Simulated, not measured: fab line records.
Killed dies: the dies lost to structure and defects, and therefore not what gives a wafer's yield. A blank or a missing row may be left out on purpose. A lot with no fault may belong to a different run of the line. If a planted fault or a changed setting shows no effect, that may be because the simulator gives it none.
What tool caused it? :: flow sky130 :: 14 lots with 42 wafers sampled at 4 steps, on a route of 708 steps

== WHAT THE GAUGES SHOWED, per wafer ==
SKY_LOCAL_INTERCONNECT_OVL_MEAS_12. Usual: LOCAL_INTERCONNECT_OVL gives 2 nm (standard deviation 5.9).
lot: L190
measured: day 30 06:29
on: overlay-02
LOCAL_INTERCONNECT_OVL (nm): 1 8 2
flag: 

lot: L191
measured: day 30 14:11
on: overlay-01
LOCAL_INTERCONNECT_OVL (nm): 8 12 2
flag: 

lot: L192
measured: day 31 03:03
on: overlay-01
LOCAL_INTERCONNECT_OVL (nm): -3 3 1
flag: 

lot: L193
measured: day 31 20:46
on: overlay-02
LOCAL_INTERCONNECT_OVL (nm): -3 0 -2
flag: 

lot: L198
measured: day 33 15:05
on: overlay-01
LOCAL_INTERCONNECT_OVL (nm): 3 -1 15
flag: 

lot: L201
measured: day 34 06:04
on: overlay-02
LOCAL_INTERCONNECT_OVL (nm): 8 0 4
flag: 

lot: L202
measured: day 34 08:14
on: overlay-02
LOCAL_INTERCONNECT_OVL (nm): -4 -6 -4
flag: 

lot: L203
measured: day 34 17:49
on: overlay-02
LOCAL_INTERCONNECT_OVL (nm): -7 -1 -13
flag: 

lot: L210
measured: day 36 15:28
on: overlay-01
LOCAL_INTERCONNECT_OVL (nm): 3 11 9
flag: 

lot: L211
measured: day 37 00:11
on: overlay-01
LOCAL_INTERCONNECT_OVL (nm): 0 -1 1
flag: 

lot: L212
measured: day 37 07:22
on: overlay-02
LOCAL_INTERCONNECT_OVL (nm): 3 4 10
flag: 

lot: L213
measured: day 37 15:20
on: overlay-01
LOCAL_INTERCONNECT_OVL (nm): 5 -2 4
flag: 

SKY_CONTACT_THK_MEAS_03. Usual: CONTACT_HDPCVD_THK gives 565 nm (standard deviation 6.2).
lot: L190
measured: day 30 07:28
on: film metro-02
CONTACT_HDPCVD_THK (nm): 565 558 574
flag: 

lot: L191
measured: day 30 15:08
on: film metro-04
CONTACT_HDPCVD_THK (nm): 572 573 567
flag: 

lot: L192
measured: day 31 03:59
on: film metro-03
CONTACT_HDPCVD_THK (nm): 560 560 558
flag: 

lot: L193
measured: day 31 21:42
on: film metro-03
CONTACT_HDPCVD_THK (nm): 560 568 556
flag: 

lot: L198
measured: day 33 15:59
on: film metro-02
CONTACT_HDPCVD_THK (nm): 563 554 560
flag: 

lot: L201
measured: day 34 07:24
on: film metro-02
CONTACT_HDPCVD_THK (nm): 559 553 556
flag: 

lot: L202
measured: day 34 09:38
on: film metro-02
CONTACT_HDPCVD_THK (nm): 578 573 569
flag: 

lot: L203
measured: day 34 18:43
on: film metro-04
CONTACT_HDPCVD_THK (nm): 566 566 561
flag: 

lot: L210
measured: day 36 16:28
on: film metro-04
CONTACT_HDPCVD_THK (nm): 565 563 562
flag: 

lot: L211
measured: day 37 01:06
on: film metro-03
CONTACT_HDPCVD_THK (nm): 555 564 557
flag: 

lot: L212
measured: day 37 08:19
on: film metro-03
CONTACT_HDPCVD_THK (nm): 564 557 563
flag: 

lot: L213
measured: day 37 16:15
on: film metro-02
CONTACT_HDPCVD_THK (nm): 568 569 572
flag: 

== EACH LOT AND THE TOOL THAT RAN IT (in order: tool; ch and the chambers of the sampled wafers; start) ==
lot: L190
SKY_LI_CONTACT_SPUTTER_19: pvd sputter-03, day 29 01:56
SKY_LOCAL_INTERCONNECT_SPUTTER_00: pvd sputter-01, day 29 02:41

lot: L191
SKY_LI_CONTACT_SPUTTER_19: pvd sputter-01, day 29 09:30
SKY_LOCAL_INTERCONNECT_SPUTTER_00: pvd sputter-03, day 29 10:14

lot: L192
SKY_LI_CONTACT_SPUTTER_19: pvd sputter-04, day 29 22:04
SKY_LOCAL_INTERCONNECT_SPUTTER_00: pvd sputter-02, day 29 22:53

lot: L193
SKY_LI_CONTACT_SPUTTER_19: pvd sputter-01, day 30 16:34
SKY_LOCAL_INTERCONNECT_SPUTTER_00: pvd sputter-02, day 30 17:19

lot: L198
SKY_LI_CONTACT_SPUTTER_19: pvd sputter-01, day 32 11:06
SKY_LOCAL_INTERCONNECT_SPUTTER_00: pvd sputter-02, day 32 11:50

lot: L201
SKY_LI_CONTACT_SPUTTER_19: pvd sputter-04, day 33 02:28
SKY_LOCAL_INTERCONNECT_SPUTTER_00: pvd sputter-02, day 33 03:12

lot: L202
SKY_LI_CONTACT_SPUTTER_19: pvd sputter-04, day 33 04:47
SKY_LOCAL_INTERCONNECT_SPUTTER_00: pvd sputter-02, day 33 05:32

lot: L203
SKY_LI_CONTACT_SPUTTER_19: pvd sputter-01, day 33 14:11
SKY_LOCAL_INTERCONNECT_SPUTTER_00: pvd sputter-02, day 33 14:56

lot: L206
SKY_LI_CONTACT_SPUTTER_19: pvd sputter-04, day 34 08:43
SKY_LOCAL_INTERCONNECT_SPUTTER_00: -

lot: L207
SKY_LI_CONTACT_SPUTTER_19: pvd sputter-04, day 34 20:47
SKY_LOCAL_INTERCONNECT_SPUTTER_00: -

lot: L210
SKY_LI_CONTACT_SPUTTER_19: pvd sputter-04, day 35 12:02
SKY_LOCAL_INTERCONNECT_SPUTTER_00: pvd sputter-01, day 35 12:47

lot: L211
SKY_LI_CONTACT_SPUTTER_19: pvd sputter-04, day 35 20:54
SKY_LOCAL_INTERCONNECT_SPUTTER_00: pvd sputter-02, day 35 21:41

lot: L212
SKY_LI_CONTACT_SPUTTER_19: pvd sputter-04, day 36 03:46
SKY_LOCAL_INTERCONNECT_SPUTTER_00: pvd sputter-03, day 36 04:30

lot: L213
SKY_LI_CONTACT_SPUTTER_19: pvd sputter-04, day 36 13:03
SKY_LOCAL_INTERCONNECT_SPUTTER_00: pvd sputter-01, day 36 13:47
- SKY_LI_CONTACT_SPUTTER_19: material Ti, target thk 20 nm, time 106.37 s.
- SKY_LOCAL_INTERCONNECT_SPUTTER_00: material TiN, target thk 100 nm, time 83.3 s.

== AS READ BY THE TOOLS THEMSELVES (means over the sampled wafers that have a number; for cases with no such wafer, the mark the record gives instead) ==
SKY_LI_CONTACT_SPUTTER_19. Usual: cathode dc power W 2500.0 W, standard deviation 0.46; chamber pressure pa 4.999 Pa, standard deviation 0.0097; throttle valve pct 30.0 %, standard deviation 0.97.
lot: L190
tool: pvd sputter-03
cathode dc power W (W): 2500.3
chamber pressure pa (Pa): 4.999
throttle valve pct (%): 30.6
flag: 

lot: L191
tool: pvd sputter-01
cathode dc power W (W): 2499.8
chamber pressure pa (Pa): 4.992
throttle valve pct (%): 31.0
flag: 

lot: L192
tool: pvd sputter-04
cathode dc power W (W): 2499.9
chamber pressure pa (Pa): 4.995
throttle valve pct (%): 29.3
flag: 

lot: L193
tool: pvd sputter-01
cathode dc power W (W): 2499.9
chamber pressure pa (Pa): 5.008
throttle valve pct (%): 30.4
flag: 

lot: L198
tool: pvd sputter-01
cathode dc power W (W): 2499.7
chamber pressure pa (Pa): 4.998
throttle valve pct (%): 31.1
flag: 

lot: L201
tool: pvd sputter-04
cathode dc power W (W): 2500.1
chamber pressure pa (Pa): 4.991
throttle valve pct (%): 29.6
flag: 

lot: L202
tool: pvd sputter-04
cathode dc power W (W): 2499.7
chamber pressure pa (Pa): 5.001
throttle valve pct (%): 29.8
flag: 

lot: L203
tool: pvd sputter-01
cathode dc power W (W): 2500.2
chamber pressure pa (Pa): 5.005
throttle valve pct (%): 30.3
flag: 

lot: L206
tool: pvd sputter-04
cathode dc power W (W): -
chamber pressure pa (Pa): -
throttle valve pct (%): -
flag: OFF

lot: L207
tool: pvd sputter-04
cathode dc power W (W): -
chamber pressure pa (Pa): -
throttle valve pct (%): -
flag: OFF

lot: L210
tool: pvd sputter-04
cathode dc power W (W): 2499.8
chamber pressure pa (Pa): 5.004
throttle valve pct (%): 29.5
flag: 

lot: L211
tool: pvd sputter-04
cathode dc power W (W): 2499.9
chamber pressure pa (Pa): 4.988
throttle valve pct (%): 29.4
flag: 

lot: L212
tool: pvd sputter-04
cathode dc power W (W): 2499.6
chamber pressure pa (Pa): 5.003
throttle valve pct (%): 29.3
flag: 

lot: L213
tool: pvd sputter-04
cathode dc power W (W): 2500.0
chamber pressure pa (Pa): 4.991
throttle valve pct (%): 29.8
flag: 

SKY_LOCAL_INTERCONNECT_SPUTTER_00. Usual: cathode dc power W 6500.0 W, standard deviation 1.2; chamber pressure pa 0.4000 Pa, standard deviation 0.00079; throttle valve pct 30.2 %, standard deviation 1.1.
lot: L190
tool: pvd sputter-01
cathode dc power W (W): 6501.8
chamber pressure pa (Pa): 0.3989
throttle valve pct (%): 30.3
flag: 

lot: L191
tool: pvd sputter-03
cathode dc power W (W): 6500.0
chamber pressure pa (Pa): 0.4002
throttle valve pct (%): 30.2
flag: 

lot: L192
tool: pvd sputter-02
cathode dc power W (W): 6499.8
chamber pressure pa (Pa): 0.3997
throttle valve pct (%): 29.5
flag: 

lot: L193
tool: pvd sputter-02
cathode dc power W (W): 6499.5
chamber pressure pa (Pa): 0.4001
throttle valve pct (%): 29.5
flag: 

lot: L198
tool: pvd sputter-02
cathode dc power W (W): 6500.5
chamber pressure pa (Pa): 0.3989
throttle valve pct (%): 30.4
flag: 

lot: L201
tool: pvd sputter-02
cathode dc power W (W): 6498.4
chamber pressure pa (Pa): 0.4002
throttle valve pct (%): 29.7
flag: 

lot: L202
tool: pvd sputter-02
cathode dc power W (W): 6500.3
chamber pressure pa (Pa): 0.3998
throttle valve pct (%): 29.5
flag: 

lot: L203
tool: pvd sputter-02
cathode dc power W (W): 6499.6
chamber pressure pa (Pa): 0.4007
throttle valve pct (%): 29.7
flag: 

lot: L210
tool: pvd sputter-01
cathode dc power W (W): 6500.0
chamber pressure pa (Pa): 0.3995
throttle valve pct (%): 31.0
flag: 

lot: L211
tool: pvd sputter-02
cathode dc power W (W): 6500.0
chamber pressure pa (Pa): 0.3995
throttle valve pct (%): 29.6
flag: 

lot: L212
tool: pvd sputter-03
cathode dc power W (W): 6498.3
chamber pressure pa (Pa): 0.4001
throttle valve pct (%): 30.4
flag: 

lot: L213
tool: pvd sputter-01
cathode dc power W (W): 6500.0
chamber pressure pa (Pa): 0.3999
throttle valve pct (%): 30.6
flag: 

== THE ANSWER, worked out from the rows above alone ==
Rule: lot off if the mean of its wafers having a number is beyond 3 standard deviations from the usual mean. A lot without any number at a reading at which 4 lots or more have one is off too. The other lots that the step has rows for count as sound. After the gauges, taken in route order, come the tools' own readings; for these a lot's mean is taken, as printed above. The first step at which some lot is off is used, and at that step the reading that is off furthest; a lot without a number counts as furthest.
Off: L206, L207 (SKY_LI_CONTACT_SPUTTER_19, cathode dc power W). Without a number there: L206, L207.
If a tool, at that step or one of the process steps before it, ran each lot that is off and ran no sound lot following the first of them, it fits. Not one of the candidates tried fits.

== WHAT WAS PUT IN BY THE SIMULATOR ==
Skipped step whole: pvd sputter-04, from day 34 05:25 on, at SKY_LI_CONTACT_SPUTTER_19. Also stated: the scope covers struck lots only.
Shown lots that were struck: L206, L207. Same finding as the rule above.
